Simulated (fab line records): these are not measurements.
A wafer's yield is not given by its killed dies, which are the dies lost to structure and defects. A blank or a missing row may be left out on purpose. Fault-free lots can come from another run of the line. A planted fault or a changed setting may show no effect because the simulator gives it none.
8D (eight disciplines) problem report, filled in by code ; flow sky130 ; the parts of the form that need people (team, actions taken, sign-off) are left out

== 1. WHAT IS WRONG ==
At SKY_METAL3_METAL_ETCH_18, run_length_s averages 183.6 s over 2 wafers from 2 lots, while fault-free wafers read 211.3 s, standard deviation 0.53. Measured from the usual mean, that is -52 standard deviations.
The step: etches the open film in Cl2/BCl3, stops on SiO2, target depth 845 nm, time 183.1 s.
Earliest sighting: wafer L248.2 on rie_metal-01 at day 42 08:47. At this step, 40 wafers from 14 lots have a number in the record. Rule for "out", or "out of limits": more than 4 standard deviations from the usual mean. The rest of the wafers with a number are treated as sound.

== 2. WHAT IT IS, WHAT IT ISN'T ==
question;is;is not
which readings at this step;run_length_s, oes_product_au;drypump_motor_current_A, mfc_cl2_sccm, throttle_valve_pct
which lots;L248, L250;L235, L236, L237, L238, L239, L240, L241, L242, L252, L254, L255, L256
which wafers of those lots;L248.2, L250.2;L248.6, L250.4
read on which tools;rie_metal-01;rie_metal-03, rie_metal-04
when;from day 42 08:47;"up to then (25 sound wafers); but 13 sound wafers of L250, L252, L254, L255, L256 came after"

== 3. SUSPECTS, AND WHAT RULES EACH OUT ==
Counting: any tool at a process step up to the reading remains a suspect provided it ran every lot that is out. Sound lots after the first of them don't rule it out here, since some wafers of a struck lot are sound.
- rie_metal-01 at SKY_METAL3_METAL_ETCH_18 (etches the open film in Cl2/BCl3, stops on SiO2, target depth 845 nm, time 183.1 s): kept. It processed each lot that is out (first: L248, day 42 08:47); up to then, its last sound lot is L242 (day 40 22:17). Its own oes_product_au, run_length_s readings are out on those wafers.
After counting, what remains is rie_metal-01 at SKY_METAL3_METAL_ETCH_18.

== 4. THE CAUSE (what the simulator had put in) ==
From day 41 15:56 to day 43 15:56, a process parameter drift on rie_metal-01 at SKY_METAL3_METAL_ETCH_18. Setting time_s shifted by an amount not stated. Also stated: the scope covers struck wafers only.
Only this tool survived the counting.

== 5. THE CHAIN OF EFFECTS, in route order ==
Each row: a reading whose mean over the struck wafers that have a number lies more than 3 standard deviations from the usual. Scope: only readings with a usual standard deviation given in the record; hours: median across lots of the time from each lot's start at the first step in this table that gives one to its start at this step; sigmas: change in usual standard deviations.
hours;step;reading;usual;on struck wafers;change;sigmas
0;SKY_METAL3_METAL_ETCH_18;oes_product_au;0.865 a.u.;1.000;+0.135;+24
0;SKY_METAL3_METAL_ETCH_18;run_length_s;211.3 s;183.6;-27.8;-52
0;SKY_METAL3_STRIP_19;oes_product_au;0.505 a.u.;0.540;+0.035;+7.4
0;SKY_METAL3_STRIP_19;strip_time_to_endpoint_s;6.59 s;7.38;+0.79;+14
The process steps in it:
- SKY_METAL3_METAL_ETCH_18: etches the open film in Cl2/BCl3, stops on SiO2, target depth 845 nm, time 183.1 s.
- SKY_METAL3_STRIP_19: strips in O2/N2.

== 6. WHAT WOULD HAVE CAUGHT IT SOONER ==
First out-of-limits reading in this record: day 42 08:47, which is 17 hours after fault onset at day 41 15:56.
